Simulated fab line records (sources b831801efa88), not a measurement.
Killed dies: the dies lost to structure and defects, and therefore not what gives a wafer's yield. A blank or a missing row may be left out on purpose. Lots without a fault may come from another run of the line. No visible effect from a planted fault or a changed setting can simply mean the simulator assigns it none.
Chamber matching :: flow sky130 :: 4 sister chambers for SKY_VIA4_CMP_21 on cmp-02
The step polishes, stops on SiO2, t overpolish 25 s, target thk 0 nm. 16 wafers are shown with their chamber, then 8 later ones without.

== WAFERS WITH THEIR CHAMBER ==
wafer: L408.1
chamber: 1
motor_current_A (A): 12.7
time_to_endpoint_s (s): 125
slurry_flow_ml_min: 148.4

wafer: L408.3
chamber: 2
motor_current_A (A): 10.7
time_to_endpoint_s (s): 119
slurry_flow_ml_min: 150.5

wafer: L408.6
chamber: 3
motor_current_A (A): 13.0
time_to_endpoint_s (s): 125
slurry_flow_ml_min: 150.7

wafer: L410.3
chamber: 3
motor_current_A (A): 12.6
time_to_endpoint_s (s): 126
slurry_flow_ml_min: 150.3

wafer: L410.4
chamber: 1
motor_current_A (A): 13.7
time_to_endpoint_s (s): 126
slurry_flow_ml_min: 149.4

wafer: L410.5
chamber: 3
motor_current_A (A): 13.0
time_to_endpoint_s (s): 129
slurry_flow_ml_min: 150.6

wafer: L409.1
chamber: 3
motor_current_A (A): 13.4
time_to_endpoint_s (s): 124
slurry_flow_ml_min: 149.9

wafer: L409.4
chamber: 2
motor_current_A (A): 11.1
time_to_endpoint_s (s): 114
slurry_flow_ml_min: 150.3

wafer: L409.5
chamber: 3
motor_current_A (A): 13.9
time_to_endpoint_s (s): 124
slurry_flow_ml_min: 150.5

wafer: L411.1
chamber: 0
motor_current_A (A): 10.6
time_to_endpoint_s (s): 120
slurry_flow_ml_min: 149.8

wafer: L411.4
chamber: 1
motor_current_A (A): 12.0
time_to_endpoint_s (s): 126
slurry_flow_ml_min: 149.8

wafer: L411.6
chamber: 3
motor_current_A (A): 13.1
time_to_endpoint_s (s): 129
slurry_flow_ml_min: 149.9

wafer: L416.3
chamber: 3
motor_current_A (A): 13.0
time_to_endpoint_s (s): 128
slurry_flow_ml_min: 150.4

wafer: L416.4
chamber: 0
motor_current_A (A): 11.1
time_to_endpoint_s (s): 122
slurry_flow_ml_min: 150.5

wafer: L416.6
chamber: 3
motor_current_A (A): 13.1
time_to_endpoint_s (s): 127
slurry_flow_ml_min: 150.0

wafer: L424.2
chamber: 0
motor_current_A (A): 10.4
time_to_endpoint_s (s): 117
slurry_flow_ml_min: 150.0

SIGNATURES (averages over the wafers above)
reading: motor_current_A
chamber 0: 10.700
chamber 1: 12.800
chamber 2: 10.900
chamber 3: 13.137
scatter within a chamber: 0.483

reading: time_to_endpoint_s
chamber 0: 119.67
chamber 1: 125.67
chamber 2: 116.50
chamber 3: 126.50
scatter within a chamber: 2.16

reading: slurry_flow_ml_min
chamber 0: 150.100
chamber 1: 149.200
chamber 2: 150.400
chamber 3: 150.287
scatter within a chamber: 0.411
Rule: for a wafer and a chamber, the distance is found by dividing, reading by reading, the gap between the wafer's reading and the chamber's mean by the reading's scatter, squaring, summing and taking the root. If the next closest chamber is less than 2 further off than the closest, the wafer can't be placed; otherwise it belongs to the closest. How the scatter is found: for the shown wafers, subtract from each reading the mean of its chamber, square and add these, divide the total by (wafers less chambers), then take the root.

== WAFERS WITHOUT THEIR CHAMBER ==
wafer: L424.5
motor_current_A (A): 13.4
time_to_endpoint_s (s): 123
slurry_flow_ml_min: 148.7

wafer: L424.6
motor_current_A (A): 10.7
time_to_endpoint_s (s): 120
slurry_flow_ml_min: 150.2

wafer: L426.1
motor_current_A (A): 13.8
time_to_endpoint_s (s): 124
slurry_flow_ml_min: 149.6

wafer: L426.3
motor_current_A (A): 10.8
time_to_endpoint_s (s): 119
slurry_flow_ml_min: 149.4

wafer: L426.6
motor_current_A (A): 13.5
time_to_endpoint_s (s): 120
slurry_flow_ml_min: 149.3

wafer: L425.2
motor_current_A (A): 13.5
time_to_endpoint_s (s): 120
slurry_flow_ml_min: 150.9

wafer: L425.3
motor_current_A (A): 13.4
time_to_endpoint_s (s): 123
slurry_flow_ml_min: 149.4

wafer: L425.4
motor_current_A (A): 10.9
time_to_endpoint_s (s): 114
slurry_flow_ml_min: 150.5

== CHAMBER TAKEN BY EACH ==
wafer: L424.5
from the rows above: 1
in truth: 1

wafer: L424.6
from the rows above: can't be placed: 0 or 2
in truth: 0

wafer: L426.1
from the rows above: can't be placed: 1 or 3
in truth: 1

wafer: L426.3
from the rows above: can't be placed: 0 or 2
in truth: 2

wafer: L426.6
from the rows above: can't be placed: 1 or 3
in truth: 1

wafer: L425.2
from the rows above: can't be placed: 3 or 1
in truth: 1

wafer: L425.3
from the rows above: can't be placed: 1 or 3
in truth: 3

wafer: L425.4
from the rows above: can't be placed: 2 or 0
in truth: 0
Placed correctly: 1 of 8. Cannot be placed on the basis of these rows: 7; the candidates contain the true chamber in 7. Number placed wrongly: 0.
